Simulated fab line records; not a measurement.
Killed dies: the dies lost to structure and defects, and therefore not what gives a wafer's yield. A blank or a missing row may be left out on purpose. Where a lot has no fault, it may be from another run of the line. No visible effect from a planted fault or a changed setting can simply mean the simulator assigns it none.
Comparing a struck lot with a sound one + flow sky130 + 22 out of 708 route steps
Sound: these wafers, L641.1, L641.4, L641.6. Wafers L635.2, L635.3, L635.5 were the ones struck. The cause is given at the end.
Each step with rows lists, per side, the tool, then ch with its chambers, then its first start. Under that, the readings that differ: sound wafers + struck wafers + difference of the means + sigmas: that difference in standard deviations of wafers without a fault.
alike: readings with means less than 2 such deviations apart, plus words and numbers identical on both sides. not compared: withheld readings, readings lacking a value on some wafer, bounds such as >300 that could conceal the same value, and numbers that have no deviation in the record and whose values overlap.
A row with sigmas, a row that says differs or no value, or rows on one side alone: a step with any of these is where the two part. When numbers do not overlap yet have no deviation, they are printed without sigmas and do not part them. A reading that every wafer of one side lacks parts them only if that side has two wafers or more.

first, 1 step without rows for these wafers: SKY_POLY_GATE_OXIDATION_20 (stabilise 600 s, purge 300 s, target thk 4 nm).
SKY_POLY_GATE_THK_MEAS_21:
  sound: film-metro-04 at day 22 19:13; struck: film-metro-04 at day 20 18:21
  alike: POLY_GATE_OXIDATION_THK
SKY_POLY_GATE_CD_MEAS_22:
  sound: cd-sem-02 at day 22 19:17; struck: cd-sem-02 at day 20 18:25
  alike: cd-nm
then, 7 steps without rows for these wafers: SKY_LDD_N_DEHYDRATE_00 (time 60 s); SKY_LDD_N_HMDS_01 (prime time 60 s); SKY_LDD_N_COAT_02 (resist thk 300 nm); SKY_LDD_N_SOFTBAKE_03 (time 60 s); SKY_LDD_N_EXPOSE_04 (exposes mask NTM, target cd 840 nm); SKY_LDD_N_PEB_05; SKY_LDD_N_DEVELOP_06 (develop time 60 s).
SKY_LDD_N_OVL_MEAS_07:
  sound: overlay-01 at day 24 00:47; struck: overlay-01 at day 22 00:14
  alike: LDD_N_OVL
after that, 1 step had no rows for these wafers: SKY_LDD_N_IMPLANT_08.
SKY_LDD_N_IMPLANT_09:
  sound on implanter-01 ch 0, day 24 00:58; struck on implanter-04 ch 0, day 22 00:27
| reading            | sound                         | struck                       | difference | sigmas      |
|--------------------|-------------------------------|------------------------------|------------|-------------|
| dose-ions-cm2      | 7.495e+13 7.485e+13 7.496e+13 | 9.17e+13 9.172e+13 9.173e+13 | +1.68e+13  | +99 or more |
| faraday-current-uA | 427 426 419                   | 516 508 530                  | +94        | +12         |
then, 6 steps without rows for these wafers: SKY_LDD_N_IMPLANT_10; SKY_LDD_N_IMPLANT_11; SKY_LDD_N_IMPLANT_12; SKY_LDD_N_IMPLANT_13; SKY_LDD_N_IMPLANT_14; SKY_LDD_N_IMPLANT_15.
SKY_LDD_N_STRIP_16: strips in O2/N2.
  sound on plasma-asher-01 ch 0,1, day 24 02:01; struck on plasma-asher-03 ch 0,1, day 22 01:28
| reading                      | sound             | struck            | difference | sigmas |
|------------------------------|-------------------|-------------------|------------|--------|
| strip-time-to-endpoint-s (s) | 4.317 4.306 4.314 | 4.361 4.376 4.341 | +0.047     | +3     |
  alike: drypump-motor-current-A, o2-flow-sccm, oes-product-au
  not compared: rf-hours-counter-h
SKY_LDD_N_TW_MEAS_17:
  sound: film-metro-02 at day 24 02:07; struck: film-metro-01 at day 22 01:35
| reading  | sound          | struck         | difference | sigmas |
|----------|----------------|----------------|------------|--------|
| LDD_N_TW | 2549 2537 2539 | 2592 2588 2591 | +49        | +3     |
-- here the record skips 27 days between the struck wafers' starts before and after, leaving off in module LDD_N and picking up in module PAD_OPEN (first step shown: number 708 of the route) --
SKY_PAD_OPEN_PROBE_99:
  sound: prober-02 at day 50 07:30; struck: prober-02 at day 49 07:23
| reading                     | sound         | struck            | difference | sigmas |
|-----------------------------|---------------|-------------------|------------|--------|
| model.etest.tip-n.rs-ohm-sq | 445 448.9 448 | 427.2 431.1 430.6 | -17.7      |        |
  alike: killed_at_M0_to_M3, killed_at_M4_up, killed-at-contacts, killed-at-front-end, killed-at-other, killed-dies, killed-open, killed-short

== WHERE THEY PART ==
Last at SKY_LDD_N_TW_MEAS_17 as far as this record goes, first at SKY_LDD_N_IMPLANT_09. Later steps at which nothing parts them and some readings are alike: SKY_PAD_OPEN_PROBE_99.

WHY: what the simulator had put in
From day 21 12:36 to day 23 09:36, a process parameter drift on implanter-04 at SKY_LDD_N_IMPLANT_09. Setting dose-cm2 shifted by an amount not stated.
